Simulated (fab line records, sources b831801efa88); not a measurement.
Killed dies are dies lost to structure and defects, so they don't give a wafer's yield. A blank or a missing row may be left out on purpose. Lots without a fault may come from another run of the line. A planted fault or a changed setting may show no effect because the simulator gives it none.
fab line records | flow sky130
record lots=5 wafers=15 last_day=50
route steps=708 shown VIA1@467 METAL2@483 VIA2@507 PAD_OPEN@708
lots that met no fault: from a run of the same line without faults
start_h: hours from the record's first day to the start of the lot's first wafer shown | wait_h: hours since the lot's step before | " the same as in the row above | L1.1+2: a row that stands for several wafers | - no value, or no start given | * or withheld: withheld | < > ~ a bound
route shown NAME@n: a module of which the file shows steps, and the number in the route of the first | usual: mean/standard deviation of fault-free wafers | same: alike in all rows | chamber/n: place in a boat | sites: the reading at each site | _std_site: their standard deviation | _edge_site: outer sites' mean less inner sites' | radius_mm: how far each site lies from the wafer's centre | mask NAME#n: copy n | behind: the tool/chamber that last shaped the wafer | hold: why the lot was held/for how many hours/how that ended | device: the transistor (n, p or np) that didn't switch | end of line: the same wafers' tests at the end of the route | a step without rows: its recipe alone | killed: dies lost to structure and defects at the first sort, not the wafer's yield | map: a wafer's dies, x killed, . not, _ none there
set.NAME: the setting as run; set.NAME@STEP: as run at that earlier step | model.NAME: the simulator's own value behind a step, which no gauge read
lots at some steps of the route; a table a step, a row a wafer
services: from which hour (start_h, from the record's first day; less than 0 if before it) a tool's chamber was out of use, for how many hours, and why
## steps
# step SKY_VIA1_EXPOSE_09
# recipe mask_id=VIM na=0.8 source_shape=annular sigma_inner=0.55 sigma_outer=0.85 target_cd_nm=150 dose_mj=38
# step SKY_VIA1_PEB_10
# recipe peb_temp_c=withheld peb_time_s=withheld resist=KrF-thick
# step SKY_VIA1_DEVELOP_11
# recipe develop_time_s=60 resist=KrF-thick dev_temp_c=21
# step SKY_VIA1_CD_MEAS_12
# recipe target_cd_nm=150
# usual cd_nm=150.2/1.7
# columns lot.wafer tool chamber start_h wait_h cd_nm
L949.1 cd_sem-02 - 831.69 - 147.6
L949.3 " - " " 150.1
L949.4 " - " " 146.8
L951.1 cd_sem-02 - 835.74 - 149.9
L951.4 " - " " 149.6
L951.5 " - " " 149.7
L953.1 cd_sem-02 - 856.24 - 151.7
L953.2 " - " " 149.9
L953.4 " - " " 151.2
L961.2 cd_sem-02 - 923.03 - 153.3
L961.3 " - " " 149.9
L961.4 " - " " 149.4
L966.1 cd_sem-02 - 950.25 - 151.0
L966.3 " - " " 152.7
L966.6 " - " " 149.9
# step SKY_VIA1_OVL_MEAS_13
# usual VIA1_OVL=-3/5.9
# columns lot.wafer tool chamber start_h wait_h VIA1_OVL[nm]
L949.1 overlay-01 - 831.81 0.1 -5
L949.3 " - " " -11
L949.4 " - " " -4
L951.1 overlay-01 - 835.86 0.1 -2
L951.4 " - " " -2
L951.5 " - " " -2
L953.1 overlay-01 - 856.36 0.1 5
L953.2 " - " " 14
L953.4 " - " " 16
L961.2 overlay-02 - 923.14 0.1 -8
L961.3 " - " " 1
L961.4 " - " " -5
L966.1 overlay-02 - 950.37 0.1 3
L966.3 " - " " 6
L966.6 " - " " -5
# step SKY_VIA1_ETCH_14
# recipe chemistry=N2/H2 target=BARC ion_energy_ev=200 source_w=500 bias_w=100 pressure_mtorr=30 n2_flow_sccm=100 h2_flow_sccm=200 stop_on=SiO2 time_s=45.9 target_depth_a=600
# usual drypump_motor_current_A=5.7/0.46 oes_product_au=0.854/0.0047 rf_fwd_power_W=494.5/2 throttle_valve_pct=13.225/0.0092
# columns lot.wafer tool chamber start_h wait_h drypump_motor_current_A oes_product_au rf_fwd_power_W rf_hours_counter_h throttle_valve_pct
L949.1 rie_diel-04 0 831.85 0.0 6.0 0.854 492.6 5 13.228
L949.3 " 1 " " 5.7 0.848 493.5 5 13.214
L949.4 " 1 " " 5.7 0.853 494.3 - 13.238
L951.1 rie_diel-01 3 835.90 0.0 5.0 0.862 492.9 10 13.234
L951.4 " 2 " " 6.2 0.854 495.4 16 13.211
L951.5 " 2 " " 6.2 0.856 493.5 - 13.233
L953.1 rie_diel-03 2 856.40 0.0 6.2 0.856 493.8 4 13.228
L953.2 " 1 " " 6.1 0.853 493.7 14 13.224
L953.4 " 0 " " 5.1 0.857 496.1 0 13.232
L961.2 rie_diel-04 1 923.17 0.0 5.8 0.855 496.8 7 13.216
L961.3 " 3 " " 6.1 0.852 496.5 20 13.246
L961.4 " 3 " " 6.2 0.850 496.1 - 13.224
L966.1 rie_diel-04 1 950.40 0.0 5.8 0.857 495.1 8 13.214
L966.3 " 3 " " 6.1 0.860 493.8 21 13.228
L966.6 " 3 " " 6.1 0.851 492.7 - 13.232
# step SKY_VIA1_ETCH_15
# recipe target=SiO2 chemistry=C4F8/O2/Ar target_depth_nm=351 stop_on=TiN mask_material=KrF-thick source_w=1500 bias_w=1200 pressure_mtorr=40 c4f8_flow_sccm=withheld O2_flow_sccm=6 Ar_flow_sccm=300 time_s=54
# usual oes_product_au=0.982/0.0078 rf_fwd_power_W=1486/5.7
# columns lot.wafer tool chamber start_h wait_h oes_product_au rf_fwd_power_W rf_hours_counter_h
L949.1 rie_diel-04 0 831.89 0.0 0.983 1477 5
L949.3 " 1 " " 0.977 1487 5
L949.4 " 1 " " 0.981 1493 -
L951.1 rie_diel-01 3 835.94 0.0 0.985 1483 10
L951.4 " 2 " " 0.975 1490 16
L951.5 " 2 " " 0.974 1491 -
L953.1 rie_diel-03 2 856.44 0.0 0.973 1487 4
L953.2 " 1 " " 0.988 1490 14
L953.4 " 0 " " 0.983 1481 0
L961.2 rie_diel-04 1 923.21 0.0 0.984 1489 7
L961.3 " 3 " " 0.977 1482 20
L961.4 " 3 " " 0.980 1481 -
L966.1 rie_diel-04 1 950.44 0.0 0.979 1487 8
L966.3 " 3 " " 0.981 1484 21
L966.6 " 3 " " 0.971 1482 -
# step SKY_VIA1_STRIP_16
# recipe chemistry=O2/N2 power_w=1400 pressure_mtorr=1500 platen_temp_c=withheld o2_flow_sccm=3000 n2_flow_sccm=300 overash_fraction=0.5
# step SKY_VIA1_STRIP_17
# recipe chemistry=post_etch_residue_remover time_s=1200 temp_c=72.5
# step SKY_VIA1_CLEAN_18
# recipe chemistry=IPA time_s=180 temp_c=25
# step SKY_VIA1_CLEAN_19
# recipe chemistry=O3/DIW dry=n2_spin
# step SKY_VIA1_SPUTTER_20
# recipe material=TiN target_thk_nm=20 chamber_pressure_pa=5 power_w=4000 time_s=80
# step SKY_VIA1_CVD_21
# recipe material=W target_thk_nm=270 time_s=80.902 temp_c=400 pressure_torr=40
# usual heater_power_outer_w=492/24 heater_power_w=839/45
# columns lot.wafer tool chamber start_h wait_h heater_power_outer_w heater_power_w
L949.1 cvd_w-01 0 832.59 0.0 461 830
L949.3 " 0 " " 461 804
L949.4 " 0 " " 473 822
L951.1 cvd_w-01 0 836.64 0.0 475 820
L951.4 " 0 " " 470 786
L951.5 " 0 " " 466 824
L953.1 cvd_w-01 0 857.16 0.0 457 789
L953.2 " 1 " " 488 853
L953.4 " 1 " " 488 853
L961.2 cvd_w-02 1 924.31 0.0 524 918
L961.3 " 0 " " 491 836
L961.4 " 1 " " 525 922
L966.1 cvd_w-01 0 951.14 0.0 453 783
L966.3 " 1 " " 495 840
L966.6 " 1 " " 488 865
# step SKY_VIA1_RS_MEAS_22
# recipe thk_meas_gauge=four-point-probe reads=W_of_VIA1_CVD_21+TiN_of_VIA1_SPUTTER_20
# usual VIA1_W_RS=0.428/0.0087
# columns lot.wafer tool chamber start_h wait_h VIA1_W_RS[ohm/sq]
L949.1 film_metro-02 - 832.78 0.2 0.437
L949.3 " - " " 0.443
L949.4 " - " " 0.445
L951.1 film_metro-03 - 836.83 0.2 0.434
L951.4 " - " " 0.439
L951.5 " - " " 0.439
L953.1 film_metro-02 - 857.25 0.1 0.446
L953.2 " - " " 0.428
L953.4 " - " " 0.428
L961.2 film_metro-03 - 924.42 0.1 0.439
L961.3 " - " " 0.435
L961.4 " - " " 0.440
L966.1 film_metro-01 - 951.24 0.1 0.412
L966.3 " - " " 0.427
L966.6 " - " " 0.426
# step SKY_VIA1_THK_MEAS_23
# recipe thk_meas_gauge=xrf reads=W_of_VIA1_CVD_21
# usual VIA1_W_THK=275/6.1
# columns lot.wafer tool chamber start_h wait_h VIA1_W_THK[nm]
L949.1 film_metro-02 - 832.90 0.1 266
L949.3 " - " " 263
L949.4 " - " " 260
L951.1 film_metro-03 - 836.95 0.1 273
L951.4 " - " " 270
L951.5 " - " " 271
L953.1 film_metro-02 - 857.37 0.1 263
L953.2 " - " " 275
L953.4 " - " " 273
L961.2 film_metro-03 - 924.53 0.1 270
L961.3 " - " " 272
L961.4 " - " " 272
L966.1 film_metro-01 - 951.36 0.1 284
L966.3 " - " " 275
L966.6 " - " " 277
# step SKY_VIA1_CMP_24
# recipe stop_on=SiO2 t_overpolish_s=15 down_force_psi=3.5 platen_rpm=60 target_thk_nm=0 pad_velocity_m_s=0.94248
# step SKY_METAL2_SPUTTER_00
# recipe material=Ti target_thk_nm=15 power_w=3000 time_s=10 chamber_pressure_pa=0.4
# usual cathode_dc_power_W=3000.0/0.51 throttle_valve_pct=29.4/0.65
# columns lot.wafer tool chamber start_h wait_h cathode_dc_power_W throttle_valve_pct
L949.1 pvd_sputter-03 - 833.26 0.1 2999.4 29.3
L949.3 " - " " 3000.4 28.9
L949.4 " - " " 3000.7 29.9
L951.1 pvd_sputter-04 - 837.31 0.1 2999.2 29.0
L951.4 " - " " 3000.2 29.2
L951.5 " - " " 3000.0 29.3
L953.1 pvd_sputter-04 - 857.73 0.1 2999.8 28.9
L953.2 " - " " 2999.6 29.5
L953.4 " - " " 3000.3 29.9
L961.2 pvd_sputter-01 - 925.10 0.2 3000.2 30.1
L961.3 " - " " 3000.0 28.9
L961.4 " - " " 2998.7 28.6
L966.1 pvd_sputter-01 - 951.72 0.1 2999.8 28.9
L966.3 " - " " 2999.8 30.5
L966.6 " - " " 3000.0 28.7
# step SKY_METAL2_SPUTTER_01
# recipe material=TiN target_thk_nm=20 power_w=6500 time_s=16.7 chamber_pressure_pa=0.4
# step SKY_METAL2_SPUTTER_02
# recipe material=AlCu target_thk_nm=250 power_w=10600 time_s=13.3 chamber_pressure_pa=0.4
# step SKY_METAL2_SPUTTER_03
# recipe material=Ti target_thk_nm=5 power_w=3000 time_s=3.3 chamber_pressure_pa=0.4
# step SKY_METAL2_SPUTTER_04
# recipe material=TiN target_thk_nm=70 power_w=6500 time_s=58.3 chamber_pressure_pa=0.4
# usual cathode_dc_power_W=6500.0/1.1 throttle_valve_pct=29.4/0.62
# columns lot.wafer tool chamber start_h wait_h cathode_dc_power_W throttle_valve_pct
L949.1 pvd_sputter-03 - 833.35 0.0 6499.2 29.1
L949.3 " - " " 6499.6 28.8
L949.4 " - " " 6498.8 29.8
L951.1 pvd_sputter-04 - 837.40 0.0 6500.1 29.5
L951.4 " - " " 6498.7 29.3
L951.5 " - " " 6499.4 29.1
L953.1 pvd_sputter-04 - 857.82 0.0 6500.5 28.9
L953.2 " - " " 6501.3 29.3
L953.4 " - " " 6500.9 30.1
L961.2 pvd_sputter-01 - 925.19 0.0 6499.1 29.8
L961.3 " - " " 6500.1 28.6
L961.4 " - " " 6500.0 28.9
L966.1 pvd_sputter-01 - 951.81 0.0 6497.5 28.7
L966.3 " - " " 6500.6 30.9
L966.6 " - " " 6501.5 28.8
# step SKY_METAL2_RS_MEAS_05
# recipe thk_meas_gauge=four-point-probe reads=TiN_of_METAL2_SPUTTER_04+Ti_of_METAL2_SPUTTER_03+AlCu_of_METAL2_SPUTTER_02+TiN_of_METAL2_SPUTTER_01+Ti_of_METAL2_SPUTTER_00
# usual METAL2_ALCU_RS=0.1269/0.0018
# columns lot.wafer tool chamber start_h wait_h METAL2_ALCU_RS[ohm/sq]
L949.1 film_metro-03 - 833.40 0.0 0.1288
L949.3 " - " " 0.1271
L949.4 " - " " 0.1257
L951.1 film_metro-02 - 837.45 0.0 0.1255
L951.4 " - " " 0.1283
L951.5 " - " " 0.1262
L953.1 film_metro-02 - 857.87 0.0 0.1254
L953.2 " - " " 0.1287
L953.4 " - " " 0.1249
L961.2 film_metro-02 - 925.26 0.0 0.1260
L961.3 " - " " 0.1254
L961.4 " - " " 0.1266
L966.1 film_metro-02 - 951.86 0.0 0.1250
L966.3 " - " " 0.1243
L966.6 " - " " 0.1256
# step SKY_METAL2_THK_MEAS_06
# recipe thk_meas_gauge=xrf reads=AlCu_of_METAL2_SPUTTER_02
# usual METAL2_ALCU_THK=245/3.6
# columns lot.wafer tool chamber start_h wait_h METAL2_ALCU_THK[nm]
L949.1 film_metro-03 - 833.52 0.1 241
L949.3 " - " " 244
L949.4 " - " " 248
L951.1 film_metro-02 - 837.57 0.1 249
L951.4 " - " " 244
L951.5 " - " " 247
L953.1 film_metro-02 - 857.99 0.1 248
L953.2 " - " " 242
L953.4 " - " " 249
L961.2 film_metro-02 - 925.37 0.1 246
L961.3 " - " " 248
L961.4 " - " " 244
L966.1 film_metro-02 - 951.98 0.1 249
L966.3 " - " " 250
L966.6 " - " " 248
# step SKY_METAL2_DEHYDRATE_07
# recipe temp_c=200 time_s=60
# step SKY_METAL2_HMDS_08
# recipe prime_time_s=60 prime_temp_c=120
# step SKY_METAL2_COAT_09
# recipe resist=BARC temp_c=withheld time_s=withheld spin_rpm=3000 resist_thk_nm=60
# step SKY_METAL2_COAT_10
# recipe resist=KrF-thick spin_rpm=3000 resist_thk_nm=450
# step SKY_METAL2_SOFTBAKE_11
# recipe temp_c=100 time_s=90 resist=KrF-thick
# step SKY_METAL2_EXPOSE_12
# recipe mask_id=MM2 na=0.8 source_shape=annular sigma_inner=0.55 sigma_outer=0.85 target_cd_nm=140 dose_mj=28
# step SKY_METAL2_PEB_13
# recipe peb_temp_c=withheld peb_time_s=withheld resist=KrF-thick
# step SKY_METAL2_DEVELOP_14
# recipe develop_time_s=60 resist=KrF-thick dev_temp_c=21
# step SKY_METAL2_CD_MEAS_15
# recipe target_cd_nm=140
# usual cd_nm=140.3/1.3
# columns lot.wafer tool chamber start_h wait_h cd_nm
L949.1 cd_sem-02 - 858.81 - 142.4
L949.3 " - " " 141.6
L949.4 " - " " 141.3
L951.1 cd_sem-01 - 864.14 - 141.6
L951.4 " - " " 141.5
L951.5 " - " " 140.9
L953.1 cd_sem-02 - 883.84 - 139.4
L953.2 " - " " 138.2
L953.4 " - " " 140.4
L961.2 cd_sem-01 - 949.53 - 138.5
L961.3 " - " " 140.8
L961.4 " - " " 138.5
L966.1 cd_sem-02 - 976.91 - 140.0
L966.3 " - " " 138.3
L966.6 " - " " 138.8
# step SKY_METAL2_OVL_MEAS_16
# usual METAL2_OVL=-2/7.1
# columns lot.wafer tool chamber start_h wait_h METAL2_OVL[nm]
L949.1 overlay-01 - 858.93 0.1 2
L949.3 " - " " -2
L949.4 " - " " 8
L951.1 overlay-01 - 864.26 0.1 -7
L951.4 " - " " -6
L951.5 " - " " -10
L953.1 overlay-01 - 883.96 0.1 -2
L953.2 " - " " -5
L953.4 " - " " -8
L961.2 overlay-02 - 949.64 0.1 2
L961.3 " - " " 4
L961.4 " - " " 8
L966.1 overlay-02 - 977.03 0.1 -10
L966.3 " - " " -3
L966.6 " - " " -14
# step SKY_METAL2_DESCUM_17
# recipe chemistry=O2 source_power_w=150 bias_power_w=0 pressure_mtorr=10 temp_c=40 time_s=8
# step SKY_METAL2_ETCH_18
# recipe chemistry=N2/H2 target=BARC ion_energy_ev=200 bias_w=100 pressure_mtorr=30 n2_flow_sccm=100 h2_flow_sccm=200 icp_w=500 stop_on=SiO2 time_s=45.9 target_depth_a=600
# usual drypump_motor_current_A=5.5/0.3 oes_product_au=0.854/0.005 rf_fwd_power_W=495.6/1.9 throttle_valve_pct=13.225/0.0098
# columns lot.wafer tool chamber start_h wait_h drypump_motor_current_A oes_product_au rf_fwd_power_W rf_hours_counter_h throttle_valve_pct
L949.1 rie_metal-01 1 859.00 0.0 4.9 0.857 494.1 6 13.226
L949.3 " 1 " " 4.8 0.856 496.9 - 13.241
L949.4 " 0 " " 5.6 0.854 497.1 - 13.217
L951.1 rie_metal-02 1 864.33 0.0 5.6 0.854 496.1 3 13.219
L951.4 " 1 " " 5.6 0.854 496.4 - 13.228
L951.5 " 1 " " 5.7 0.854 495.4 - 13.223
L953.1 rie_metal-02 1 884.03 0.0 5.6 0.843 493.1 3 13.218
L953.2 " 0 " " 5.7 0.852 496.5 9 13.235
L953.4 " 0 " " 5.7 0.854 499.1 - 13.226
L961.2 rie_metal-01 0 949.70 0.0 5.6 0.866 491.9 16 13.225
L961.3 " 1 " " 4.9 0.853 491.6 - 13.219
L961.4 " 0 " " 5.6 0.855 491.7 - 13.223
L966.1 rie_metal-02 1 977.10 0.0 5.6 0.853 495.2 8 13.237
L966.3 " 1 " " 5.7 0.842 493.7 - 13.217
L966.6 " 1 " " 5.6 0.846 494.5 - 13.231
# step SKY_METAL2_METAL_ETCH_19
# recipe target_depth_a=3600 stop_on=SiO2 over_etch_frac=0.3 time_s=78 chemistry=Cl2/BCl3 resist_sidewall_deg=88 pressure_mtorr=10 icp_w=900 bias_w=48.5 Cl2_flow_sccm=60 bcl3_flow_sccm=30
# step SKY_METAL2_STRIP_20
# recipe chemistry=O2/N2 power_w=1400 pressure_mtorr=1500 platen_temp_c=withheld o2_flow_sccm=3000 n2_flow_sccm=300 overash_fraction=0.5
# step SKY_METAL2_STRIP_21
# recipe chemistry=post_etch_residue_remover time_s=1200 temp_c=72.5
# step SKY_METAL2_CLEAN_22
# recipe chemistry=IPA time_s=180 temp_c=25
# step SKY_METAL2_CLEAN_23
# recipe chemistry=O3/DIW dry=n2_spin
# step SKY_VIA2_HDPCVD_00
# recipe material=SiO2 target_thk_nm=1180 sigma_open_frac=0.3 time_s=196.7 temp_c=400 sih4_flow_sccm=60 pressure_mtorr=6
# step SKY_VIA2_THK_MEAS_01
# recipe reads=SiO2_of_VIA2_HDPCVD_00
# usual VIA2_HDPCVD_THK=1175/21
# columns lot.wafer tool chamber start_h wait_h VIA2_HDPCVD_THK[nm]
L949.1 film_metro-02 - 859.88 0.1 1224
L949.3 " - " " 1170
L949.4 " - " " 1214
L951.1 film_metro-02 - 865.21 0.1 1158
L951.4 " - " " 1158
L951.5 " - " " 1164
L953.1 film_metro-01 - 884.92 0.1 1186
L953.2 " - " " 1201
L953.4 " - " " 1200
L961.2 film_metro-02 - 950.59 0.1 1176
L961.3 " - " " 1220
L961.4 " - " " 1173
L966.1 film_metro-01 - 977.97 0.1 1176
L966.3 " - " " 1171
L966.6 " - " " 1189
# step SKY_PAD_OPEN_PROBE_99
# usual defect_limited_yield=82.4/1.9 killed_at_M0_to_M3=44/6.5 killed_at_M4_up=2.9/1.7 killed_at_contacts=24/5.7 killed_at_front_end=16/4.4 killed_at_other=0.2/0.48 killed_dies=87/9.6 killed_open=48/6.7 killed_short=38/6.2 sort_bin_3_pad_short=0.8/0.39 sort_bin_5_function=10.5/1.6 sort_bin_6_memory=6.4/1 sort_n_pass=405/9.5 sort_yield_pct=82.3/1.9
# same gross_dies=492 killed_at_back_side=0 sort_bin_4_leakage[%]=0 sort_bin_8_speed[%]=0
# columns lot.wafer tool chamber start_h wait_h defect_limited_yield[%] killed_at_M0_to_M3 killed_at_M4_up killed_at_contacts killed_at_front_end killed_at_other killed_dies killed_open killed_short sort_bin_3_pad_short[%] sort_bin_5_function[%] sort_bin_6_memory[%] sort_n_pass sort_yield_pct[%] model.etest.tester.sort_n_pass model.etest.tester.sort_yield_pct model.etest.tester.sort_bin_5_pct model.etest.tester.sort_bin_3_pct
L951.1 prober-01 - 1111.97 0.1 80.5 45 3 29 18 1 96 53 43 0.4 12.4 6.7 396 80.5 396 80.49 12.4 0.4065
L951.4 prober-01 - 1112.12 0.2 81.9 50 0 25 14 0 89 49 40 0.4 9.3 8.3 403 81.9 403 81.91 9.35 0.4065
L951.5 prober-01 - 1112.17 0.2 81.7 42 5 23 19 1 90 46 43 1.0 10.2 7.1 402 81.7 402 81.71 10.16 1.016
L953.1 prober-01 - 1126.73 0.1 81.7 42 5 33 10 0 90 48 40 0.8 12.6 4.9 402 81.7 402 81.71 12.6 0.813
L953.2 prober-01 - 1126.78 0.1 71.3 99 3 32 7 0 141 49 43 2.8 20.3 5.5 351 71.3 351 71.34 20.33 2.846
L953.4 prober-01 - 1126.88 0.2 69.5 108 1 28 13 0 150 51 41 3.3 17.3 10.0 342 69.5 342 69.51 17.28 3.252
L961.2 prober-02 - 1180.29 0.1 79.7 46 4 30 20 0 100 47 53 1.0 10.6 8.7 392 79.7 392 79.67 10.57 1.016
L961.3 prober-02 - 1180.34 0.2 83.7 36 4 22 17 1 80 46 34 1.6 8.7 5.9 412 83.7 412 83.74 8.74 1.626
L961.4 prober-02 - 1180.39 0.2 80.1 44 5 37 12 0 98 51 47 1.0 11.2 7.7 394 80.1 394 80.08 11.18 1.016
L966.1 prober-02 - 1198.14 0.1 82.9 47 0 21 16 0 84 49 35 1.0 8.7 7.3 408 82.9 408 82.93 8.74 1.016
L966.3 prober-02 - 1198.24 0.2 82.1 44 5 24 15 0 88 45 41 0.2 12.6 5.1 404 82.1 404 82.11 12.6 0.2033
L966.6 prober-02 - 1198.39 0.2 82.7 44 3 22 16 0 85 47 38 0.8 10.6 5.9 407 82.7 407 82.72 10.57 0.813
# killed by level:class
L951.1 VIA1:geometric_particle:open=14 CONTACT:geometric_particle:open=11 LOCAL_INTERCONNECT:geometric_particle:short=8 METAL1:geometric_particle:short=7 LI_CONTACT:geometric_particle:open=6 METAL2:geometric_particle:short=6 VIA2:geometric_particle:open=5 FIELD_ISO:geometric_particle:open=4
L951.4 METAL1:geometric_particle:short=10 CONTACT:geometric_particle:open=10 VIA1:geometric_particle:open=10 LI_CONTACT:geometric_particle:open=6 VIA2:geometric_particle:open=6 CONTACT:geometric_particle:short=6 VIA1:geometric_particle:short=6 VIA3:geometric_particle:open=6
L951.5 CONTACT:geometric_particle:open=8 METAL2:geometric_particle:short=7 VIA2:geometric_particle:open=7 LI_CONTACT:geometric_particle:open=6 FIELD_ISO:geometric_particle:short=5 METAL1:geometric_particle:short=5 POLY_GATE:geometric_particle:open=5 VIA1:geometric_particle:short=5
L953.1 CONTACT:geometric_particle:open=12 LI_CONTACT:geometric_particle:open=10 VIA3:geometric_particle:open=10 VIA1:geometric_particle:open=7 CONTACT:geometric_particle:short=5 METAL1:geometric_particle:short=5 VIA1:geometric_particle:short=4 VIA3:geometric_particle:short=4
L953.2 VIA1:unspecified=49 LI_CONTACT:geometric_particle:open=13 VIA1:geometric_particle:open=11 CONTACT:geometric_particle:open=8 VIA1:geometric_particle:short=8 VIA2:geometric_particle:open=8 METAL2:geometric_particle:short=7 LI_CONTACT:geometric_particle:short=6
L953.4 VIA1:unspecified=58 CONTACT:geometric_particle:open=13 VIA1:geometric_particle:open=12 METAL1:geometric_particle:short=11 CONTACT:geometric_particle:short=8 METAL2:geometric_particle:short=8 VIA3:geometric_particle:open=6 FIELD_ISO:geometric_particle:open=4
L961.2 CONTACT:geometric_particle:open=12 VIA1:geometric_particle:open=12 CONTACT:geometric_particle:short=10 VIA1:geometric_particle:short=9 METAL1:geometric_particle:short=6 VIA2:geometric_particle:open=5 METAL3:geometric_particle:short=5 FIELD_ISO:geometric_particle:open=4
L961.3 CONTACT:geometric_particle:open=8 VIA2:geometric_particle:open=7 VIA1:geometric_particle:open=6 VIA3:geometric_particle:open=5 POLY_GATE:geometric_particle:short=4 CONTACT:geometric_particle:short=4 LI_CONTACT:geometric_particle:open=4 LOCAL_INTERCONNECT:geometric_particle:short=4
L961.4 CONTACT:geometric_particle:open=13 VIA3:geometric_particle:open=10 LI_CONTACT:geometric_particle:short=7 LI_CONTACT:geometric_particle:open=6 LOCAL_INTERCONNECT:geometric_particle:short=6 VIA1:geometric_particle:open=6 VIA2:geometric_particle:short=6 VIA2:geometric_particle:open=6
L966.1 VIA1:geometric_particle:open=12 CONTACT:geometric_particle:open=9 LI_CONTACT:geometric_particle:open=6 METAL1:geometric_particle:short=6 VIA3:geometric_particle:open=6 FIELD_ISO:geometric_particle:short=5 VIA2:geometric_particle:open=5 METAL2:geometric_particle:short=5
L966.3 VIA1:geometric_particle:open=9 CONTACT:geometric_particle:open=8 METAL2:geometric_particle:short=8 LI_CONTACT:geometric_particle:open=6 VIA1:geometric_particle:short=6 POLY_GATE:geometric_particle:short=5 VIA3:geometric_particle:open=5 CONTACT:geometric_particle:short=5
L966.6 VIA1:geometric_particle:open=10 VIA3:geometric_particle:open=10 CONTACT:geometric_particle:open=9 POLY_GATE:geometric_particle:short=6 METAL1:geometric_particle:short=6 LOCAL_INTERCONNECT:geometric_particle:short=5 METAL3:geometric_particle:short=5 VIA2:geometric_particle:open=5
# map L953.4 (x killed, . not)
__________..x......._________
________........x..x.._______
______...x......x.....x._____
_____x..x...x....xxx.xx..____
____x...x.....xx..x.......___
___x.x...xx...x............__
__.......x.x.....x...x......_
_.x....xx..x.x.x.........x.xx
_.x....xx.x.........x......x.
_.xx..x...x...x.....x.x.....x
_.....x.....x...x.xx.........
_.x......x...x.xxxx..x......x
_.......x..xxxxxxxxx....x....
_......x.xxxxxxxxxxxxx....x..
_..........xxxxxxxxx.....x.x.
__x.x......xxxxxxxxx...x..xx_
___...x....xxxxxxx.xxx...x.__
____x...x...xxx.xx.....x.x___
_____.........xx..xx...xx____
______...........x......_____
________...x......x..._______
__________.xx..x..x._________
# map L951.1 (x killed, . not)
__________..x......._________
________....x........._______
______.x...x........x..x_____
_____......x....xx.......____
____.x.....x.x..x....x....___
___...x....x......x.x......__
__........x...xxx.x....x...._
_...x..x.........x.x.x.......
_..........x.....x...x....x..
_..xx..................x....x
_.......xxx.x.......x.......x
_.x..........x.....xxx....xx.
_.x.xx...........x....x....xx
_x..x....x..x...x........x..x
_..........xx.x......x.....xx
__x.....................x..._
___..x..x.....x.x..........__
____..x.........xx..xxx.x.___
_____......x....xx..x....____
______...x.x.x.x..x...x._____
________..x..x........_______
__________.......x.._________
## services
# columns tool chamber start_h hours kind
cvd_w-01 1 810.56 39.7 repair
pvd_sputter-03 - 818.83 13.6 repair
rie_diel-04 2 823.22 - clean
rie_diel-04 2 823.22 14.5 scheduled_down
rie_diel-04 2 823.22 14.5 vent_cycle
rie_diel-01 - 824.05 2.8 pm
rie_diel-03 0 835.04 3.9 repair
pvd_sputter-03 - 843.01 26.9 repair
rie_metal-01 - 854.82 0.6 repair
pvd_sputter-03 - 857.44 0.9 repair
cvd_w-02 - 875.88 1.3 repair
rie_diel-04 - 890.97 15.6 pm
cvd_w-01 - 904.00 14.0 pm
cvd_w-02 1 905.07 6.9 repair
pvd_sputter-04 - 910.02 4.1 repair
rie_diel-04 2 918.90 34.7 repair
pvd_sputter-03 - 933.42 75.8 repair
cvd_w-01 1 939.89 4.4 repair
rie_diel-01 1 940.29 6.3 repair
pvd_sputter-01 - 940.61 2.3 repair
rie_diel-03 1 940.67 9.6 repair
pvd_sputter-03 - 942.90 1.0 repair
pvd_sputter-03 - 955.82 7.4 repair
pvd_sputter-01 - 973.89 1.5 repair
## key
first_sign step=SKY_PAD_OPEN_PROBE_99 reading=killed_at_M0_to_M3 direction=up sigmas=9.2 usual=44 struck=104
effect step=SKY_PAD_OPEN_PROBE_99 reading=sort_yield_pct direction=down sigmas=6.2 usual=82.3 struck=70.4
model_effect step=SKY_PAD_OPEN_PROBE_99 value=etest.tester.sort_n_pass without=392.5 struck=346.5
met_at SKY_VIA1_CVD_21
struck_wafers L953.2,L953.4
fault kind=chamber_particle_source tool=cvd_w-01 chamber=1 onset_h=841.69 steps=SKY_VIA1_CVD_21 rate_per_visit_cm2=0.75598 end_h=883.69
